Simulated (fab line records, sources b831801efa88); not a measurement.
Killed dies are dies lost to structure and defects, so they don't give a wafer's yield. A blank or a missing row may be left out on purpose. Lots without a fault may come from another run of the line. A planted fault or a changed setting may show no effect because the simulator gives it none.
Chamber matching | flow gf180mcu | GF_V4_CMP_04 on cmp-01: 4 sister chambers
The step polishes SiO2. 22 wafers are shown with their chamber, then 11 later ones without.

WAFERS WITH THEIR CHAMBER
wafer  | chamber | motor_current_A (A) | time_to_endpoint_s (s) | slurry_flow_ml_min
L074.1 | 2       | 11.7                | 75                     | 149.9
L074.3 | 0       | 11.7                | 77                     | 149.7
L074.4 | 1       | 12.8                | 84                     | 149.9
L075.2 | 2       | 11.8                | 76                     | 149.4
L075.4 | 3       | 13.4                | 88                     | 150.0
L075.6 | 3       | 13.4                | 85                     | 151.0
L078.1 | 0       | 12.1                | 82                     | 150.0
L078.2 | 2       | 12.1                | 84                     | 150.6
L078.4 | 1       | 12.8                | 92                     | 150.1
L079.2 | 1       | 13.2                | 87                     | 150.3
L079.3 | 3       | 12.9                | 88                     | 149.4
L079.6 | 3       | 13.4                | 90                     | 149.4
L083.3 | 2       | 11.6                | 83                     | 149.9
L083.4 | 3       | 13.4                | 94                     | 151.1
L083.6 | 0       | 11.8                | 88                     | 150.2
L087.1 | 2       | 11.6                | 80                     | 149.9
L087.5 | 1       | 12.4                | 86                     | 150.1
L087.6 | 0       | 10.5                | 87                     | 150.7
L088.3 | 0       | 12.1                | 81                     | 150.5
L088.5 | 2       | 11.1                | 79                     | 149.5
L088.6 | 3       | 13.1                | 93                     | 149.5
L091.2 | 1       | 12.7                | 84                     | 149.4

SIGNATURES (means of the wafers above)
reading            | chamber 0 | chamber 1 | chamber 2 | chamber 3 | scatter within a chamber
motor_current_A    | 11.640    | 12.780    | 11.650    | 13.267    | 0.398
time_to_endpoint_s | 83.00     | 86.60     | 79.50     | 89.67     | 3.71
slurry_flow_ml_min | 150.220   | 149.960   | 149.867   | 150.067   | 0.535
Rule: a wafer's distance from a chamber is the root of the sum, over the readings, of the square of ((its reading less the chamber's mean) divided by the reading's scatter). The wafer belongs to the nearest chamber; if the next one is less than 2 further off, it can't be placed. The scatter: the root of (the sum of the squares of (reading less its chamber's mean) over the shown wafers, divided by (wafers less chambers)).

WAFERS WITHOUT THEIR CHAMBER
wafer  | motor_current_A (A) | time_to_endpoint_s (s) | slurry_flow_ml_min
L091.3 | 11.8                | 78                     | 150.4
L091.5 | 11.8                | 81                     | 150.1
L096.1 | 13.0                | 91                     | 149.9
L096.4 | 13.0                | 95                     | 149.3
L096.6 | 11.5                | 80                     | 150.1
L092.1 | 12.1                | 89                     | 150.1
L092.2 | 12.0                | 86                     | 150.4
L092.4 | 12.9                | 94                     | 150.4
L097.3 | 11.7                | 83                     | 150.6
L097.5 | 11.3                | 79                     | 150.0
L097.6 | 13.3                | 91                     | 150.6

WHICH CHAMBER EACH WENT THROUGH
wafer  | from the rows above               | in truth
L091.3 | can't be placed: 2 or 0           | 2
L091.5 | can't be placed: 2 or 0           | 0
L096.1 | can't be placed: 3 or 1           | 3
L096.4 | can't be placed: 3 or 1           | 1
L096.6 | can't be placed: 2 or 0           | 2
L092.1 | can't be placed: 1 or 0 or 2 or 3 | 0
L092.2 | can't be placed: 0 or 1 or 2      | 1
L092.4 | can't be placed: 3 or 1           | 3
L097.3 | can't be placed: 0 or 2           | 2
L097.5 | can't be placed: 2 or 0           | 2
L097.6 | can't be placed: 3 or 1           | 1
Placed correctly: 0 of 11. Can't be placed from these rows: 11 (the true chamber is among the candidates in 11). Placed wrongly: 0.
